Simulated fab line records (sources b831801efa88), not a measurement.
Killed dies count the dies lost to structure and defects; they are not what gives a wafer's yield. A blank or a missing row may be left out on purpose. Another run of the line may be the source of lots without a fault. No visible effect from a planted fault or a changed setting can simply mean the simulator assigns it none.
Which tool did it? || flow gf180mcu || Sampling: 14 lots, 42 wafers, 3 of 602 route steps

== WHAT THE GAUGES SHOWED, per wafer ==
GF_POLY_GATE_CD_MEAS_10: target cd 280 nm.
{"lot": "L911", "measured": "day 9 04:50", "on": "cd-sem-02", "cd-nm (nm)": "277.7 278.7 277.8"}
{"lot": "L913", "measured": "day 9 19:50", "on": "cd-sem-01", "cd-nm (nm)": "280.5 281.2 281.2"}
{"lot": "L912", "measured": "day 9 22:50", "on": "cd-sem-02", "cd-nm (nm)": "281.9 281.7 282.0"}
{"lot": "L917", "measured": "day 11 05:24", "on": "cd-sem-01", "cd-nm (nm)": "279.7 279.9 281.2"}
{"lot": "L922", "measured": "day 12 17:45", "on": "cd-sem-01", "cd-nm (nm)": "281.6 280.5 280.7"}
{"lot": "L923", "measured": "day 12 17:58", "on": "cd-sem-02", "cd-nm (nm)": "278.5 277.3 277.1"}
{"lot": "L924", "measured": "day 13 06:06", "on": "cd-sem-01", "cd-nm (nm)": "278.2 278.8 279.3"}
{"lot": "L925", "measured": "day 13 12:02", "on": "cd-sem-01", "cd-nm (nm)": "280.0 281.5 281.2"}
{"lot": "L926", "measured": "day 13 22:05", "on": "cd-sem-01", "cd-nm (nm)": "281.2 280.1 280.7"}
{"lot": "L927", "measured": "day 14 03:48", "on": "cd-sem-01", "cd-nm (nm)": "279.3 279.6 279.9"}
{"lot": "L929", "measured": "day 14 14:49", "on": "cd-sem-02", "cd-nm (nm)": "282.2 281.3 280.4"}
{"lot": "L932", "measured": "day 15 12:06", "on": "cd-sem-02", "cd-nm (nm)": "281.6 281.0 280.2"}
{"lot": "L933", "measured": "day 15 17:59", "on": "cd-sem-01", "cd-nm (nm)": "277.6 278.4 277.6"}
{"lot": "L934", "measured": "day 16 05:38", "on": "cd-sem-01", "cd-nm (nm)": "281.3 281.7 281.1"}

GF_HV_LDD_TW_MEAS_50.
{"lot": "L911", "measured": "day 12 11:07", "on": "film-metro-04", "HV_LDD_4_TW": "567 566 568"}
{"lot": "L913", "measured": "day 13 01:15", "on": "film-metro-03", "HV_LDD_4_TW": "557 554 557"}
{"lot": "L912", "measured": "day 13 05:55", "on": "film-metro-03", "HV_LDD_4_TW": "560 560 559"}
{"lot": "L917", "measured": "day 14 17:41", "on": "film-metro-03", "HV_LDD_4_TW": "562 561 560"}
{"lot": "L922", "measured": "day 16 10:36", "on": "film-metro-04", "HV_LDD_4_TW": "570 567 568"}
{"lot": "L923", "measured": "day 16 12:06", "on": "film-metro-03", "HV_LDD_4_TW": "563 564 562"}
{"lot": "L924", "measured": "day 16 21:58", "on": "film-metro-04", "HV_LDD_4_TW": "565 565 569"}
{"lot": "L925", "measured": "day 17 07:08", "on": "film-metro-02", "HV_LDD_4_TW": "574 576 572"}
{"lot": "L926", "measured": "day 17 16:11", "on": "film-metro-04", "HV_LDD_4_TW": "567 566 562"}
{"lot": "L927", "measured": "day 17 23:25", "on": "film-metro-02", "HV_LDD_4_TW": "572 575 572"}
{"lot": "L929", "measured": "day 18 11:42", "on": "film-metro-04", "HV_LDD_4_TW": "563 563 565"}
{"lot": "L932", "measured": "day 19 11:56", "on": "film-metro-02", "HV_LDD_4_TW": "571 570 575"}
{"lot": "L933", "measured": "day 19 19:07", "on": "film-metro-03", "HV_LDD_4_TW": "565 564 563"}
{"lot": "L934", "measured": "day 20 08:05", "on": "film-metro-04", "HV_LDD_4_TW": "567 567 567"}

GF_PSD_RS_MEAS_15: uses a four-point probe to measure.
{"lot": "L911", "measured": "day 14 07:38", "on": "film-metro-01", "PSD_RS (ohm/sq)": "108.2 108.4 108.3"}
{"lot": "L913", "measured": "day 14 22:41", "on": "film-metro-01", "PSD_RS (ohm/sq)": "108.4 108.4 108.3"}
{"lot": "L912", "measured": "day 15 03:44", "on": "film-metro-01", "PSD_RS (ohm/sq)": "109.0 108.6 108.8"}
{"lot": "L917", "measured": "day 16 17:27", "on": "film-metro-01", "PSD_RS (ohm/sq)": "108.7 108.8 108.9"}
{"lot": "L922", "measured": "day 18 13:10", "on": "film-metro-03", "PSD_RS (ohm/sq)": "108.9 108.9 108.7"}
{"lot": "L923", "measured": "day 18 15:43", "on": "film-metro-03", "PSD_RS (ohm/sq)": "108.6 108.5 108.3"}
{"lot": "L924", "measured": "day 18 23:48", "on": "film-metro-01", "PSD_RS (ohm/sq)": "109.3 109.1 109.1"}
{"lot": "L925", "measured": "day 19 10:05", "on": "film-metro-04", "PSD_RS (ohm/sq)": "108.7 108.7 108.4"}
{"lot": "L926", "measured": "day 19 19:53", "on": "film-metro-01", "PSD_RS (ohm/sq)": "108.6 108.5 108.8"}
{"lot": "L927", "measured": "day 20 04:11", "on": "film-metro-03", "PSD_RS (ohm/sq)": "108.4 108.6 108.4"}
{"lot": "L929", "measured": "day 20 15:48", "on": "film-metro-03", "PSD_RS (ohm/sq)": "108.5 108.5 108.5"}
{"lot": "L932", "measured": "day 21 16:31", "on": "film-metro-04", "PSD_RS (ohm/sq)": "108.8 108.8 108.9"}
{"lot": "L933", "measured": "day 22 00:05", "on": "film-metro-04", "PSD_RS (ohm/sq)": "108.3 108.0 108.4"}
{"lot": "L934", "measured": "day 22 11:07", "on": "film-metro-01", "PSD_RS (ohm/sq)": "108.3 108.4 107.9"}

== TOOL THAT RAN EACH LOT (tool first, then ch and the chambers of the sampled wafers, then the start) ==
There is no process step in the record ahead of these readings.

== WHAT THE TOOLS THEMSELVES READ (means of the sampled wafers that have a number; where no wafer has one, the mark that the record gives instead) ==
The record holds no such reading with a usual standard deviation.

== THE ANSWER, worked out from the rows above alone ==
Rule: the lots themselves supply what counts as usual. The widest of any qualifying gaps counts: lots, ordered by their means at a reading, are off when they make up no more than a third of the lots, leave a main group of 4 or more, and stand apart from it by 3 or more times the standard deviation of that group's means. A main group is skipped when, at the precision printed for the reading in the tables above, its means are all equal. A lot without any number at a reading at which 4 lots or more have one is off too. The other lots that the step has rows for count as sound. Order of review: gauges by route order, followed by the tools' own readings, for which a lot's mean as printed above is used. The first step at which some lot is off is used, and at that step the reading that is off furthest; a lot without a number counts as furthest.
Across all readings shown, no lot is off: no conclusion can be drawn from this.

== WHAT WAS PUT IN BY THE SIMULATOR ==
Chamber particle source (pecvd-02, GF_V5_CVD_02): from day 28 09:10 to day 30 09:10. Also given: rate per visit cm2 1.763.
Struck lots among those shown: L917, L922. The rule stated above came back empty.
